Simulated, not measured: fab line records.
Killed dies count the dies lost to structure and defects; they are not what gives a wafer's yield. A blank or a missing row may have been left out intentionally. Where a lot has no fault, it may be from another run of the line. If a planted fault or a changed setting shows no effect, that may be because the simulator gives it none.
Struck lot and sound lot, side by side | flow sky130 | 23 steps out of a route of 708
Sound: wafers L380.1, L380.3, L380.4. Struck: wafer L389.6 (left out: L389.2, L389.4 of the same lot, which were not struck); the cause appears at the end.
Each step with rows lists, per side, the tool, then ch with its chambers, then its first start. Under that, the readings that differ: sound wafers | struck wafers | difference of the means | sigmas: that difference in standard deviations of wafers without a fault.
alike: words and numbers the same on both sides, and readings whose means are apart by under 2 such deviations; not compared: readings that were withheld, readings missing a value for some wafer, numbers with overlapping values and no deviation given by the record, and bounds like >300 which may hide the same value.
The two part at a step that has a row with sigmas, a row that says differs or no value, or rows on one side only. When numbers do not overlap yet have no deviation, they are printed without sigmas and do not part them. A reading missing from all wafers of one side parts the sides only when that side holds two or more wafers.

first, 1 step without rows for these wafers: SKY_CAP2M_DEVELOP_11 (develop time 60 s).
SKY_CAP2M_OVL_MEAS_12:
  struck on overlay-02, day 43 20:11; sound on overlay-02, day 41 15:23
  alike: CAP2M_OVL
SKY_CAP2M_METAL_ETCH_13: etches TiN in Cl2/BCl3, stops on SiO2, target depth 220 nm, time 62.9 s.
  sound on rie_metal-02 ch 0,1, day 41 15:25; struck on rie_metal-04 ch 1, day 43 20:13
  alike: drypump_motor_current_A, he_backside_leak_sccm, oes_product_au, throttle_valve_pct
  not compared: rf_hours_counter_h
SKY_CAP2M_STRIP_14: strips in O2/N2.
  sound on plasma_asher-04 ch 0,1, day 41 15:30; struck on plasma_asher-03 ch 1, day 43 20:17
  reading                      | sound             | struck | difference | sigmas
  strip_time_to_endpoint_s (s) | 12.63 12.54 12.56 | 12.72  | +0.14      | +3
  alike: drypump_motor_current_A, o2_flow_sccm, oes_product_au
  not compared: rf_hours_counter_h
then, 8 steps without rows for these wafers: SKY_CAP2M_STRIP_15 (strips in post etch residue remover, time 1200 s); SKY_CAP2M_CLEAN_16 (cleans in IPA, time 180 s); SKY_CAP2M_CLEAN_17 (cleans in O3/DIW); SKY_METAL4_DEHYDRATE_05 (time 60 s); SKY_METAL4_HMDS_06 (prime time 60 s); SKY_METAL4_COAT_07 (resist thk 60 nm); SKY_METAL4_COAT_08 (resist thk 1140 nm); SKY_METAL4_SOFTBAKE_09 (time 90 s).
SKY_METAL4_EXPOSE_10: exposes mask MM4, target cd 300 nm.
  sound on krf_scanner-01 ch 0, day 42 04:39; struck on krf_scanner-02 ch 0, day 44 08:41
  reading               | sound                | struck | difference | sigmas
  stage_vel_mm_s (mm/s) | 499.83 499.66 499.73 | 500.28 | +0.54      | +2
  alike: mask, focus_offset_nm
then, 2 steps without rows for these wafers: SKY_METAL4_PEB_11; SKY_METAL4_DEVELOP_12 (develop time 60 s).
SKY_METAL4_CD_MEAS_13: the cd target is 300 nm.
  struck on cd_sem-01, day 44 19:25; sound on cd_sem-02, day 42 16:10
  reading    | sound             | struck | difference | sigmas
  cd_nm (nm) | 297.2 298.5 297.4 | 284.1  | -13.6      | -8
SKY_METAL4_OVL_MEAS_14:
  struck on overlay-02, day 44 19:32; sound on overlay-02, day 42 16:17
  reading         | sound   | struck | difference | sigmas
  METAL4_OVL (nm) | 1 -5 -3 | -15    | -13        | -3
SKY_METAL4_DESCUM_15: chemistry O2, time 8 s.
  sound on rie_metal-03 ch 0,1, day 42 16:20; struck on rie_metal-03 ch 1, day 44 19:34
  reading                 | sound             | struck | difference | sigmas
  model.METAL4.cd_nm (nm) | 296.8 298.5 297.6 | 284.8  | -12.8      |
  alike: drypump_motor_current_A, he_backside_leak_sccm, oes_product_au
  not compared: rf_hours_counter_h
SKY_METAL4_ETCH_16: etches BARC in N2/H2, stops on SiO2, time 88.2 s, target depth 60 nm.
  sound on rie_metal-03 ch 0,1, day 42 16:22; struck on rie_metal-03 ch 1, day 44 19:35
  alike: drypump_motor_current_A, he_backside_leak_sccm, oes_product_au, throttle_valve_pct
  not compared: rf_hours_counter_h
SKY_METAL4_ETCH_17: etches SiO2 in C4F8/O2/Ar, stops on TiN, time 3.9 s, target depth 15 nm.
  sound on rie_diel-01 ch 0,1,2, day 42 16:28; struck on rie_diel-03 ch 1, day 44 19:41
  alike: oes_product_au
  not compared: rf_hours_counter_h
SKY_METAL4_METAL_ETCH_18: etches the open film in Cl2/BCl3, stops on SiO2, target depth 845 nm, time 183.1 s.
  sound on rie_metal-01 ch 0,1, day 42 16:28; struck on rie_metal-04 ch 0, day 44 19:46
  reading                 | sound             | struck | difference | sigmas
  model.METAL4.cd_nm (nm) | 295.9 299.3 295.4 | 291.9  | -5.0       |
  alike: drypump_motor_current_A, he_backside_leak_sccm, oes_product_au, throttle_valve_pct
  not compared: rf_hours_counter_h
SKY_METAL4_STRIP_19: strips in O2/N2.
  sound on plasma_asher-01 ch 0,1, day 42 16:39; struck on plasma_asher-01 ch 0, day 44 20:04
  reading                      | sound             | struck | difference | sigmas
  oes_product_au (a.u.)        | 0.505 0.507 0.503 | 0.492  | -0.013     | -3
  strip_time_to_endpoint_s (s) | 6.65 6.63 6.58    | 6.39   | -0.23      | -3
  alike: drypump_motor_current_A, o2_flow_sccm
  not compared: rf_hours_counter_h
-- the record jumps here: 4 days lie between the struck wafers' starts before and after (it left off in module METAL4 and takes up again in module PAD_OPEN, whose first step shown is number 708 of the route) --
SKY_PAD_OPEN_PROBE_99:
  struck on prober-02, day 48 13:22; sound on prober-02, day 46 16:50
  reading                        | sound                | struck | difference | sigmas
  model.etest.met4.width_nm (nm) | 294.1 298 298.1      | 288.4  | -8.3       |
  model.etest.met4.line_ohm_um   | 0.1451 0.1449 0.1442 | 0.1455 | +0.0008    |
  alike: defect_limited_yield, killed_at_M0_to_M3, killed_at_M4_up, killed_at_contacts, killed_at_front_end, killed_at_other, killed_dies, killed_open, killed_short, sort_bin_3_pad_short, sort_bin_5_function, sort_bin_6_memory, sort_n_pass, sort_yield_pct

WHERE THEY PART
At SKY_CAP2M_STRIP_14 first; at SKY_METAL4_STRIP_19 last (within this record only). Later steps at which nothing parts them and some readings are alike: SKY_PAD_OPEN_PROBE_99.

WHY: what the simulator had put in
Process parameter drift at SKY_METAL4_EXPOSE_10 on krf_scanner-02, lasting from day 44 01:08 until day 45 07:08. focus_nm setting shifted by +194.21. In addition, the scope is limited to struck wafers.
